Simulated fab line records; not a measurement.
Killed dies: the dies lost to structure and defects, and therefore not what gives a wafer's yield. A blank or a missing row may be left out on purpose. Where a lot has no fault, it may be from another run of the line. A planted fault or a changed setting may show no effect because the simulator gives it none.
fab line records ; flow sky130
record: lots: 12; wafers: 36; last-day: 50
route steps=708 shown PWDE@53 POLY_GATE@229 POLY_CUT@315 CONTACT@407
lots that met no fault: from a run of the same line without faults
start-h: hours from the record's first day to the start of the lot's first wafer shown ; wait-h: hours since the lot's step before ; " same as the row above ; L1.1+2: a single row standing in for several wafers ; - no value, or no start given ; * or withheld: withheld ; < > ~ a bound
route shown NAME@n: NAME is a module with steps in the file, n the number in the route of the first one ; usual: average and standard deviation across the fault-free wafers ; same: alike in all rows ; chamber/n: place in a boat ; sites: the reading at each site ; _std_site: their standard deviation ; _edge_site: outer sites' mean less inner sites' ; radius-mm: for every site, how far away it sits from the centre of the wafer ; mask NAME#n: copy n ; behind: tool/chamber where the wafer was last shaped ; hold: why the lot went on hold/how many hours it stayed there/how the hold came to an end ; device: which transistor (n, p or np) failed to switch ; end of line: at the end of the route, the tests of the same wafers ; a step without rows: its recipe alone ; killed: the dies lost at the first sort to structure and to defects; this is not the yield of the wafer ; map: a wafer's dies, marking killed ones x, the rest . and places with no die _
set.NAME: setting as actually run; set.NAME@STEP: the setting as run at that earlier step ; model.NAME: the simulator's own value behind a step, which no gauge read
one table for each step of the route and one row for each wafer, over a sample of lots
services: when a tool's chamber went out of use (start-h, in hours from the record's first day, below 0 if earlier), for how many hours, and the reason
== steps ==
step: SKY_PWDE_IMPLANT_08
recipe: species: B; energy-kev: 150; dose-cm2: 3.6e+12; tilt-deg: withheld
usual: dose-ions-cm2: 3.599e+12/3.6e+09
lot.wafer;tool;chamber;start-h;wait-h;dose-ions-cm2
L546.1;implanter-04;0;91.84;0.0;3.595e+12
L546.2;implanter-04;0;91.84;0.0;3.597e+12
L546.5;implanter-04;0;91.84;0.0;3.602e+12
L547.1;implanter-04;0;96.86;0.0;3.598e+12
L547.3;implanter-04;0;96.86;0.0;3.604e+12
L547.6;implanter-04;0;96.86;0.0;3.605e+12
L549.2;implanter-04;0;109.82;0.0;3.591e+12
L549.5;implanter-04;0;109.82;0.0;3.596e+12
L549.6;implanter-04;0;109.82;0.0;3.601e+12
L551.2;implanter-03;0;119.02;0.0;3.598e+12
L551.3;implanter-03;0;119.02;0.0;3.599e+12
L551.5;implanter-03;0;119.02;0.0;3.603e+12
L552.2;implanter-03;0;124.90;0.0;3.596e+12
L552.4;implanter-03;0;124.90;0.0;3.602e+12
L552.5;implanter-03;0;124.90;0.0;3.601e+12
L556.2;implanter-04;0;147.75;0.0;3.599e+12
L556.3;implanter-04;0;147.75;0.0;3.591e+12
L556.4;implanter-04;0;147.75;0.0;3.592e+12
L557.2;implanter-04;0;155.18;0.0;3.598e+12
L557.3;implanter-04;0;155.18;0.0;3.597e+12
L557.4;implanter-04;0;155.18;0.0;3.601e+12
L558.4;implanter-04;0;160.75;0.1;3.5e+12
L558.5;implanter-04;0;160.75;0.1;3.497e+12
L558.6;implanter-04;0;160.75;0.1;3.497e+12
L559.1;implanter-04;0;166.41;0.0;3.492e+12
L559.5;implanter-04;0;166.41;0.0;3.5e+12
L559.6;implanter-04;0;166.41;0.0;3.493e+12
L560.2;implanter-04;0;168.33;0.0;3.506e+12
L560.4;implanter-04;0;168.33;0.0;3.501e+12
L560.5;implanter-04;0;168.33;0.0;3.493e+12
L563.2;implanter-01;0;193.68;0.0;3.598e+12
L563.5;implanter-01;0;193.68;0.0;3.599e+12
L563.6;implanter-01;0;193.68;0.0;3.603e+12
L565.2;implanter-01;0;201.38;0.0;3.598e+12
L565.4;implanter-01;0;201.38;0.0;3.593e+12
L565.5;implanter-01;0;201.38;0.0;3.599e+12
step: SKY_NWELL_RS_MEAS_31
recipe: thk-meas-gauge: four-point-probe
usual: PWDE_RS: 5279/21
lot.wafer;tool;chamber;start-h;wait-h;PWDE_RS[ohm/sq]
L546.1;film-metro-04;-;128.29;0.1;5301
L546.2;film-metro-04;-;128.29;0.1;5284
L546.5;film-metro-04;-;128.29;0.1;5292
L547.1;film-metro-04;-;135.24;0.1;5280
L547.3;film-metro-04;-;135.24;0.1;5298
L547.6;film-metro-04;-;135.24;0.1;5312
L549.2;film-metro-03;-;148.61;0.1;5242
L549.5;film-metro-03;-;148.61;0.1;5233
L549.6;film-metro-03;-;148.61;0.1;5247
L551.2;film-metro-03;-;157.41;0.1;5220
L551.3;film-metro-03;-;157.41;0.1;5249
L551.5;film-metro-03;-;157.41;0.1;5237
L552.2;film-metro-04;-;164.50;0.1;5315
L552.4;film-metro-04;-;164.50;0.1;5296
L552.5;film-metro-04;-;164.50;0.1;5297
L556.2;film-metro-02;-;188.69;0.1;5282
L556.3;film-metro-02;-;188.69;0.1;5303
L556.4;film-metro-02;-;188.69;0.1;5308
L557.2;film-metro-04;-;197.68;0.1;5259
L557.3;film-metro-04;-;197.68;0.1;5266
L557.4;film-metro-04;-;197.68;0.1;5275
L558.4;film-metro-03;-;204.08;0.1;5405
L558.5;film-metro-03;-;204.08;0.1;5420
L558.6;film-metro-03;-;204.08;0.1;5378
L559.1;film-metro-02;-;210.40;0.1;5409
L559.5;film-metro-02;-;210.40;0.1;5410
L559.6;film-metro-02;-;210.40;0.1;5424
L560.2;film-metro-03;-;211.07;0.1;5392
L560.4;film-metro-03;-;211.07;0.1;5388
L560.5;film-metro-03;-;211.07;0.1;5375
L563.2;film-metro-02;-;239.43;0.1;5249
L563.5;film-metro-02;-;239.43;0.1;5264
L563.6;film-metro-02;-;239.43;0.1;5270
L565.2;film-metro-03;-;248.58;0.1;5291
L565.4;film-metro-03;-;248.58;0.1;5278
L565.5;film-metro-03;-;248.58;0.1;5281
step: SKY_POLY_GATE_ETCH_15
recipe: chemistry: N2/H2; target: BARC; ion-energy-ev: 200; source-w: 500; bias-w: 100; pressure-mtorr: 30; n2-flow-sccm: 100; h2-flow-sccm: 200; stop-on: SiO2; time-s: 118.5; target-depth-a: 1100
usual: drypump-motor-current-A: 5.7/0.48; h2-flow-sccm: 200.0/0.54; oes-product-au: 0.716/0.0045; throttle-valve-pct: 13.213/0.0095
lot.wafer;tool;chamber;start-h;wait-h;drypump-motor-current-A;h2-flow-sccm;oes-product-au;rf-hours-counter-h;throttle-valve-pct
L546.1;rie-diel-02;1;406.24;0.0;6.0;200.2;0.714;53;13.218
L546.2;rie-diel-02;3;406.24;0.0;6.6;199.9;0.714;88;13.216
L546.5;rie-diel-02;1;406.24;0.0;6.0;199.7;0.712;-;13.200
L547.1;rie-diel-03;3;419.93;0.0;5.3;199.5;0.716;71;13.230
L547.3;rie-diel-03;1;419.93;0.0;4.7;199.6;0.717;42;13.235
L547.6;rie-diel-03;0;419.93;0.0;6.3;198.8;0.721;-;13.214
L549.2;rie-diel-04;1;436.89;0.0;5.5;199.7;0.713;6;13.211
L549.5;rie-diel-04;3;436.89;0.0;5.7;199.6;0.717;-;13.219
L549.6;rie-diel-04;2;436.89;0.0;5.1;199.5;0.715;-;13.205
L551.2;rie-diel-02;3;451.03;0.0;6.7;200.3;0.721;88;13.209
L551.3;rie-diel-02;1;451.03;0.0;6.0;200.4;0.718;54;13.212
L551.5;rie-diel-02;1;451.03;0.0;6.0;200.4;0.724;-;13.220
L552.2;rie-diel-04;3;464.93;0.0;5.7;200.3;0.712;3;13.212
L552.4;rie-diel-04;0;464.93;0.0;6.3;200.2;0.722;70;13.206
L552.5;rie-diel-04;0;464.93;0.0;6.3;199.8;0.727;-;13.218
L556.2;rie-diel-04;3;491.84;0.0;5.7;200.0;0.721;4;13.205
L556.3;rie-diel-04;0;491.84;0.0;6.2;199.7;0.714;70;13.215
L556.4;rie-diel-04;1;491.84;0.0;5.6;199.7;0.729;7;13.225
L557.2;rie-diel-04;0;509.27;0.0;6.2;200.7;0.722;70;13.226
L557.3;rie-diel-04;2;509.27;0.0;5.1;200.3;0.716;76;13.217
L557.4;rie-diel-04;1;509.27;0.0;5.5;199.2;0.716;7;13.208
L558.4;rie-diel-03;0;521.27;0.0;6.2;200.7;0.714;2;13.207
L558.5;rie-diel-03;1;521.27;0.0;4.7;199.8;0.721;-;13.214
L558.6;rie-diel-03;2;521.27;0.0;5.7;199.9;0.710;-;13.220
L559.1;rie-diel-02;2;528.49;0.0;5.7;199.3;0.718;3;13.202
L559.5;rie-diel-02;2;528.49;0.0;5.7;199.9;0.722;-;13.198
L559.6;rie-diel-02;1;528.49;0.0;6.0;201.1;0.711;-;13.211
L560.2;rie-diel-04;3;529.14;0.0;5.7;201.4;0.719;5;13.191
L560.4;rie-diel-04;3;529.14;0.0;5.7;200.7;0.719;-;13.215
L560.5;rie-diel-04;0;529.14;0.0;6.3;200.5;0.714;-;13.198
L563.2;rie-diel-04;1;562.14;0.0;5.5;200.4;0.713;8;13.220
L563.5;rie-diel-04;0;562.14;0.0;6.2;199.6;0.721;-;13.213
L563.6;rie-diel-04;2;562.14;0.0;5.2;199.2;0.715;-;13.213
L565.2;rie-diel-04;0;580.48;0.0;6.2;200.1;0.711;72;13.210
L565.4;rie-diel-04;3;580.48;0.0;5.7;200.2;0.717;5;13.217
L565.5;rie-diel-04;2;580.48;0.0;5.2;199.8;0.713;-;13.216
step: SKY_POLY_CUT_CD_MEAS_08
recipe: target-cd-nm: 270
usual: cd-nm: 270.0/1.7
lot.wafer;tool;chamber;start-h;wait-h;cd-nm
L546.1;cd-sem-02;-;593.97;-;270.1
L546.2;cd-sem-02;-;593.97;-;269.3
L546.5;cd-sem-02;-;593.97;-;268.6
L547.1;cd-sem-02;-;606.08;-;271.2
L547.3;cd-sem-02;-;606.08;-;270.8
L547.6;cd-sem-02;-;606.08;-;271.9
L549.2;cd-sem-02;-;624.38;-;269.9
L549.5;cd-sem-02;-;624.38;-;270.2
L549.6;cd-sem-02;-;624.38;-;269.3
L551.2;cd-sem-02;-;634.88;-;270.1
L551.3;cd-sem-02;-;634.88;-;269.5
L551.5;cd-sem-02;-;634.88;-;271.0
L552.2;cd-sem-01;-;650.76;-;271.2
L552.4;cd-sem-01;-;650.76;-;272.1
L552.5;cd-sem-01;-;650.76;-;270.7
L556.2;cd-sem-01;-;673.94;-;272.2
L556.3;cd-sem-01;-;673.94;-;272.1
L556.4;cd-sem-01;-;673.94;-;270.1
L557.2;cd-sem-02;-;690.66;-;268.3
L557.3;cd-sem-02;-;690.66;-;270.1
L557.4;cd-sem-02;-;690.66;-;269.5
L558.4;cd-sem-02;-;702.68;-;272.7
L558.5;cd-sem-02;-;702.68;-;271.5
L558.6;cd-sem-02;-;702.68;-;271.2
L559.1;cd-sem-02;-;706.93;-;269.3
L559.5;cd-sem-02;-;706.93;-;269.8
L559.6;cd-sem-02;-;706.93;-;269.6
L560.2;cd-sem-02;-;708.50;-;270.0
L560.4;cd-sem-02;-;708.50;-;268.6
L560.5;cd-sem-02;-;708.50;-;269.4
L563.2;cd-sem-02;-;739.03;-;271.2
L563.5;cd-sem-02;-;739.03;-;270.2
L563.6;cd-sem-02;-;739.03;-;270.0
L565.2;cd-sem-02;-;753.75;-;267.3
L565.4;cd-sem-02;-;753.75;-;269.6
L565.5;cd-sem-02;-;753.75;-;269.0
step: SKY_CONTACT_THK_MEAS_01
recipe: reads: Si3N4_of_CONTACT_CVD_00
usual: CONTACT_CVD_00_THK: 74.8/0.99
lot.wafer;tool;chamber;start-h;wait-h;CONTACT_CVD_00_THK[nm]
L546.1;film-metro-04;-;737.97;-;73.2
L546.2;film-metro-04;-;737.97;-;72.8
L546.5;film-metro-04;-;737.97;-;74.1
L547.1;film-metro-01;-;747.27;-;74.0
L547.3;film-metro-01;-;747.27;-;73.1
L547.6;film-metro-01;-;747.27;-;75.3
L549.2;film-metro-01;-;767.83;-;74.9
L549.5;film-metro-01;-;767.83;-;75.1
L549.6;film-metro-01;-;767.83;-;74.5
L551.2;film-metro-01;-;776.52;-;74.0
L551.3;film-metro-01;-;776.52;-;75.4
L551.5;film-metro-01;-;776.52;-;76.5
L552.2;film-metro-01;-;789.86;-;75.7
L552.4;film-metro-01;-;789.86;-;76.5
L552.5;film-metro-01;-;789.86;-;76.9
L556.2;film-metro-03;-;812.98;-;75.8
L556.3;film-metro-03;-;812.98;-;74.6
L556.4;film-metro-03;-;812.98;-;75.9
L557.2;film-metro-01;-;828.92;-;75.1
L557.3;film-metro-01;-;828.92;-;74.7
L557.4;film-metro-01;-;828.92;-;76.0
L558.4;film-metro-01;-;839.09;-;73.9
L558.5;film-metro-01;-;839.09;-;74.2
L558.6;film-metro-01;-;839.09;-;74.2
L559.1;film-metro-01;-;845.06;-;74.7
L559.5;film-metro-01;-;845.06;-;75.2
L559.6;film-metro-01;-;845.06;-;75.6
L560.2;film-metro-04;-;848.71;-;74.1
L560.4;film-metro-04;-;848.71;-;76.1
L560.5;film-metro-04;-;848.71;-;74.7
L563.2;film-metro-03;-;876.88;-;75.0
L563.5;film-metro-03;-;876.88;-;76.0
L563.6;film-metro-03;-;876.88;-;76.4
L565.2;film-metro-03;-;890.33;-;74.0
L565.4;film-metro-03;-;890.33;-;75.3
L565.5;film-metro-03;-;890.33;-;75.9
== services ==
tool;chamber;start-h;hours;kind
rie-diel-03;2;90.20;7.2;repair
rie-diel-02;2;96.72;12.1;repair
rie-diel-03;3;98.66;5.9;repair
rie-diel-02;1;99.67;1.6;repair
implanter-04;-;102.99;1.7;repair
implanter-01;-;113.01;12.7;pm
implanter-01;-;136.42;1.6;repair
rie-diel-02;1;162.75;1.2;repair
rie-diel-02;-;163.80;0.5;repair
implanter-04;-;234.45;1.7;repair
rie-diel-02;0;253.08;5.9;repair
rie-diel-04;0;311.30;11.9;repair
rie-diel-04;-;355.38;14.6;pm
implanter-04;-;383.56;4.5;repair
implanter-04;-;391.16;3.3;pm
implanter-04;-;396.63;1.1;repair
implanter-04;-;415.35;0.7;repair
rie-diel-02;2;450.74;7.4;repair
rie-diel-04;-;468.86;5.7;repair
rie-diel-02;3;476.02;3.6;repair
rie-diel-02;1;514.24;9.6;repair
rie-diel-04;2;517.76;15.2;repair
rie-diel-04;3;547.45;15.7;repair
rie-diel-04;-;550.90;0.5;repair
== key ==
first-sign: step: SKY_PWDE_IMPLANT_08; reading: dose-ions-cm2; direction: down; sigmas: 28; usual: *; struck: *
effect: step: SKY_NWELL_RS_MEAS_31; reading: PWDE_RS; direction: up; sigmas: 5.9; usual: 5279; struck: 5400
met-at SKY_PWDE_IMPLANT_08
struck-lots L558,L559,L560
tester-left-out L558,L559,L560
not-acting-at SKY_POLY_GATE_ETCH_15,SKY_POLY_CUT_CD_MEAS_08,SKY_CONTACT_THK_MEAS_01
onset-between 155.18 160.75
fault: kind: process-parameter-drift; tool: implanter-04; chamber: -; onset-h: 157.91; steps: SKY_PWDE_IMPLANT_08; channel: dose-cm2; offset: *; shape: step; end-h: 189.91; acts-in: *; stated: *
tester-left-out: of these lots the tester's yield and bins aren't shown, on N5 and GAA mostly nor the transistor test; their killed dies are dies lost to structure and defects alone, not to doping, threshold or leakage, so they don't give the yield
